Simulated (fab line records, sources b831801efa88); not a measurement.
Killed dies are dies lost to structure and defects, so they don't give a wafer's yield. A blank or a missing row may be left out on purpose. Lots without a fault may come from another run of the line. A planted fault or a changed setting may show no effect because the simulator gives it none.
fab line records | flow sky130
record lots=13 wafers=39 last_day=50
route steps=708 shown SONOS_ONO@168 LDD_P@262 METAL1@449 VIA1@470
lots that met no fault: from a run of the same line without faults
start_h: hours from the record's first day to the start of the lot's first wafer shown | wait_h: hours since the lot's step before | " the same as in the row above | L1.1+2: a row that stands for several wafers | - no value, or no start given | * or withheld: withheld | < > ~ a bound
route shown NAME@n: a module of which the file shows steps, and the number in the route of the first | usual: mean/standard deviation of fault-free wafers | same: alike in all rows | chamber/n: place in a boat | sites: the reading at each site | _std_site: their standard deviation | _edge_site: outer sites' mean less inner sites' | radius_mm: how far each site lies from the wafer's centre | mask NAME#n: copy n | behind: the tool/chamber that last shaped the wafer | hold: why the lot was held/for how many hours/how that ended | device: the transistor (n, p or np) that didn't switch | end of line: the same wafers' tests at the end of the route | a step without rows: its recipe alone | killed: dies lost to structure and defects at the first sort, not the wafer's yield | map: a wafer's dies, x killed, . not, _ none there
set.NAME: the setting as run; set.NAME@STEP: as run at that earlier step | model.NAME: the simulator's own value behind a step, which no gauge read
steps of the route over a sample of lots; a table a step, a row a wafer
services: from which hour (start_h, from the record's first day; less than 0 if before it) a tool's chamber was out of use, for how many hours, and why
## steps
# step SKY_SONOS_ONO_OXIDATION_00
# recipe temp_c=800 ambient=O2 idle_temp_c=700 ramp_up_c_per_min=10 ramp_down_c_per_min=3 stabilise_s=600 purge_s=300 target_thk_a=26 ox_time_s=1249
# usual ox_temp_c=800.0/0.4 zone_power_lower_pct=13.91/0.15
# columns lot.wafer tool chamber start_h wait_h ox_temp_c zone_power_lower_pct
L382.1 furnace-02 0 243.21 0.0 800.2 13.91
L382.2 " 0 " " 799.7 13.93
L382.6 " 0 " " 799.6 13.78
L383.2 furnace-02 0 257.15 2.9 800.0 13.95
L383.3 " 0 " " 800.7 13.91
L383.6 " 0 " " 800.4 14.11
L384.1 furnace-02 0 269.78 3.6 799.9 13.98
L384.2 " 0 " " 800.0 13.78
L384.5 " 0 " " 800.1 14.11
L386.1 furnace-02 0 282.54 2.0 800.1 13.69
L386.3 " 0 " " 800.0 13.93
L386.4 " 0 " " 800.3 13.93
L389.3 furnace-02 0 303.33 4.9 800.4 13.76
L389.5 " 0 " " 800.2 14.10
L389.6 " 0 " " 799.9 13.95
L390.1 furnace-02 0 314.45 4.8 800.2 13.91
L390.3 " 0 " " 800.2 13.76
L390.4 " 0 " " 800.7 14.01
L395.2 furnace-01 0 354.38 0.8 799.6 13.99
L395.4 " 0 " " 799.9 13.90
L395.5 " 0 " " 799.9 14.29
L398.2 furnace-02 0 372.85 1.0 800.1 14.11
L398.4 " 0 " " 800.7 14.00
L398.5 " 0 " " 800.5 13.79
L401.1 furnace-02 0 398.44 0.9 800.4 13.65
L401.4 " 0 " " 799.7 14.03
L401.5 " 0 " " 800.4 13.92
L402.2 furnace-01 0 405.84 0.6 800.2 13.82
L402.3 " 0 " " 800.4 13.70
L402.5 " 0 " " 800.5 13.81
L403.4 furnace-02 0 411.03 1.0 800.3 13.77
L403.5 " 0 " " 799.8 14.17
L403.6 " 0 " " 800.1 13.85
L404.2 furnace-02 0 428.66 0.0 800.6 13.72
L404.4 " 0 " " 800.5 13.81
L404.6 " 0 " " 800.1 13.71
L405.2 furnace-02 0 435.06 0.0 800.2 13.75
L405.4 " 0 " " 800.1 14.04
L405.5 " 0 " " 800.1 13.91
# step SKY_SONOS_ONO_THK_MEAS_01
# recipe reads=SiO2_of_SONOS_ONO_OXIDATION_00
# usual SONOS_ONO_OXIDATION_THK=2.62/0.059
# columns lot.wafer tool chamber start_h wait_h SONOS_ONO_OXIDATION_THK[nm]
L382.1 film_metro-02 - 244.56 0.0 2.65
L382.2 " - " " 2.58
L382.6 " - " " 2.62
L383.2 film_metro-02 - 258.51 0.0 2.59
L383.3 " - " " 2.66
L383.6 " - " " 2.56
L384.1 film_metro-03 - 271.13 0.0 2.62
L384.2 " - " " 2.64
L384.5 " - " " 2.64
L386.1 film_metro-03 - 283.89 0.0 2.64
L386.3 " - " " 2.63
L386.4 " - " " 2.60
L389.3 film_metro-03 - 304.70 0.0 2.20
L389.5 " - " " 2.21
L389.6 " - " " 2.18
L390.1 film_metro-01 - 315.80 0.0 2.25
L390.3 " - " " 2.23
L390.4 " - " " 2.23
L395.2 film_metro-01 - 355.74 0.0 2.58
L395.4 " - " " 2.59
L395.5 " - " " 2.59
L398.2 film_metro-03 - 374.21 0.0 2.80
L398.4 " - " " 2.77
L398.5 " - " " 2.76
L401.1 film_metro-03 - 399.79 0.0 2.59
L401.4 " - " " 2.64
L401.5 " - " " 2.61
L402.2 film_metro-02 - 407.19 0.0 2.56
L402.3 " - " " 2.65
L402.5 " - " " 2.61
L403.4 film_metro-01 - 412.40 0.0 2.57
L403.5 " - " " 2.51
L403.6 " - " " 2.51
L404.2 film_metro-01 - 430.02 0.0 2.68
L404.4 " - " " 2.71
L404.6 " - " " 2.65
L405.2 film_metro-03 - 436.42 0.0 2.60
L405.4 " - " " 2.62
L405.5 " - " " 2.66
# step SKY_LDD_P_CD_MEAS_07
# recipe target_cd_nm=380
# usual cd_nm=380.2/2.6
# columns lot.wafer tool chamber start_h wait_h cd_nm
L382.1 cd_sem-01 - 427.47 0.1 374.9
L382.2 " - " " 375.7
L382.6 " - " " 375.2
L383.2 cd_sem-02 - 440.15 0.1 381.6
L383.3 " - " " 380.9
L383.6 " - " " 381.2
L384.1 cd_sem-02 - 454.72 0.1 377.8
L384.2 " - " " 377.7
L384.5 " - " " 379.4
L386.1 cd_sem-02 - 473.03 0.1 384.4
L386.3 " - " " 380.0
L386.4 " - " " 381.9
L389.3 cd_sem-02 - 493.82 0.1 381.3
L389.5 " - " " 379.5
L389.6 " - " " 381.4
L390.1 cd_sem-01 - 509.17 0.1 384.1
L390.3 " - " " 383.6
L390.4 " - " " 385.5
L398.2 cd_sem-01 - 569.59 0.1 382.6
L398.4 " - " " 385.4
L398.5 " - " " 383.9
L395.2 cd_sem-01 - 570.34 0.1 377.0
L395.4 " - " " 381.0
L395.5 " - " " 379.4
L401.1 cd_sem-01 - 596.12 0.1 379.2
L401.4 " - " " 379.9
L401.5 " - " " 381.1
L402.2 cd_sem-01 - 604.95 0.1 383.6
L402.3 " - " " 383.0
L402.5 " - " " 381.8
L403.4 cd_sem-02 - 608.78 0.1 381.1
L403.5 " - " " 381.3
L403.6 " - " " 381.0
L404.2 cd_sem-01 - 620.74 0.1 379.5
L404.4 " - " " 379.5
L404.6 " - " " 379.4
L405.2 cd_sem-02 - 627.69 0.1 375.3
L405.4 " - " " 375.3
L405.5 " - " " 379.2
# step SKY_METAL1_CD_MEAS_15
# recipe target_cd_nm=140
# usual cd_nm=140.1/1.4
# columns lot.wafer tool chamber start_h wait_h cd_nm
L382.1 cd_sem-01 - 757.28 - 141.0
L382.2 " - " " 141.0
L382.6 " - " " 139.9
L383.2 cd_sem-02 - 770.65 - 140.4
L383.3 " - " " 138.5
L383.6 " - " " 140.0
L384.1 cd_sem-01 - 781.73 - 137.2
L384.2 " - " " 137.2
L384.5 " - " " 138.0
L386.1 cd_sem-01 - 800.33 - 141.1
L386.3 " - " " 140.9
L386.4 " - " " 141.1
L389.3 cd_sem-02 - 817.81 - 140.0
L389.5 " - " " 140.3
L389.6 " - " " 139.3
L390.1 cd_sem-01 - 830.72 - 139.9
L390.3 " - " " 140.7
L390.4 " - " " 139.7
L398.2 cd_sem-02 - 882.55 - 141.6
L398.4 " - " " 142.1
L398.5 " - " " 142.4
L395.2 cd_sem-02 - 886.70 - 142.4
L395.4 " - " " 143.3
L395.5 " - " " 142.5
L401.1 cd_sem-01 - 905.03 - 141.1
L401.4 " - " " 140.4
L401.5 " - " " 139.9
L402.2 cd_sem-01 - 914.99 - 140.1
L402.3 " - " " 139.1
L402.5 " - " " 138.7
L403.4 cd_sem-01 - 917.53 - 139.7
L403.5 " - " " 141.8
L403.6 " - " " 140.7
L404.2 cd_sem-02 - 925.57 - 141.1
L404.4 " - " " 142.1
L404.6 " - " " 143.1
L405.2 cd_sem-01 - 930.35 - 138.7
L405.4 " - " " 139.1
L405.5 " - " " 137.6
# step SKY_VIA1_CD_MEAS_12
# recipe target_cd_nm=150
# usual cd_nm=149.7/1.9
# columns lot.wafer tool chamber start_h wait_h cd_nm
L382.1 cd_sem-02 - 784.42 - 149.1
L382.2 " - " " 148.6
L382.6 " - " " 149.0
L383.2 cd_sem-01 - 799.29 - 152.6
L383.3 " - " " 150.6
L383.6 " - " " 153.8
L384.1 cd_sem-02 - 810.22 - 147.7
L384.2 " - " " 147.0
L384.5 " - " " 147.5
L386.1 cd_sem-01 - 828.27 - 149.2
L386.3 " - " " 149.7
L386.4 " - " " 149.5
L389.3 cd_sem-01 - 845.61 - 149.4
L389.5 " - " " 148.8
L389.6 " - " " 147.9
L390.1 cd_sem-01 - 858.07 - 150.0
L390.3 " - " " 151.1
L390.4 " - " " 150.5
L398.2 cd_sem-02 - 908.39 - 150.1
L398.4 " - " " 147.6
L398.5 " - " " 148.2
L395.2 cd_sem-02 - 914.15 - 149.9
L395.4 " - " " 149.7
L395.5 " - " " 150.3
L401.1 cd_sem-02 - 931.37 - 147.3
L401.4 " - " " 148.8
L401.5 " - " " 145.9
L402.2 cd_sem-01 - 941.50 - 153.4
L402.3 " - " " 153.9
L402.5 " - " " 153.9
L403.4 cd_sem-01 - 943.63 - 149.4
L403.5 " - " " 151.3
L403.6 " - " " 149.1
L404.2 cd_sem-02 - 951.60 - 146.4
L404.4 " - " " 147.8
L404.6 " - " " 146.5
L405.2 cd_sem-01 - 956.52 - 150.3
L405.4 " - " " 149.7
L405.5 " - " " 151.0
## services
# columns tool chamber start_h hours kind
furnace-01 - 233.26 3.0 pm
furnace-02 - 250.50 4.0 pm
furnace-01 - 255.10 13.6 pm
furnace-01 - 285.09 28.3 pm
furnace-01 - 313.37 4.5 pm
furnace-02 - 418.04 3.6 pm
## key
first_sign step=SKY_SONOS_ONO_THK_MEAS_01 reading=SONOS_ONO_OXIDATION_THK direction=down sigmas=7 usual=2.62 struck=2.22
effect none on later readings
met_at SKY_SONOS_ONO_OXIDATION_00
struck_lots L389,L390
tester_left_out L389,L390
not_acting_at SKY_LDD_P_CD_MEAS_07,SKY_METAL1_CD_MEAS_15,SKY_VIA1_CD_MEAS_12
onset_between 282.54 303.33
fault kind=process_parameter_drift tool=furnace-02 chamber=- onset_h=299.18 steps=SKY_SONOS_ONO_OXIDATION_00 channel=ox_time_s offset=* shape=step end_h=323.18 acts_in=* stated=*
# tester_left_out: of these lots the tester's yield and bins aren't shown, on N5 and GAA mostly nor the transistor test; their killed dies are dies lost to structure and defects alone, not to doping, threshold or leakage, so they don't give the yield
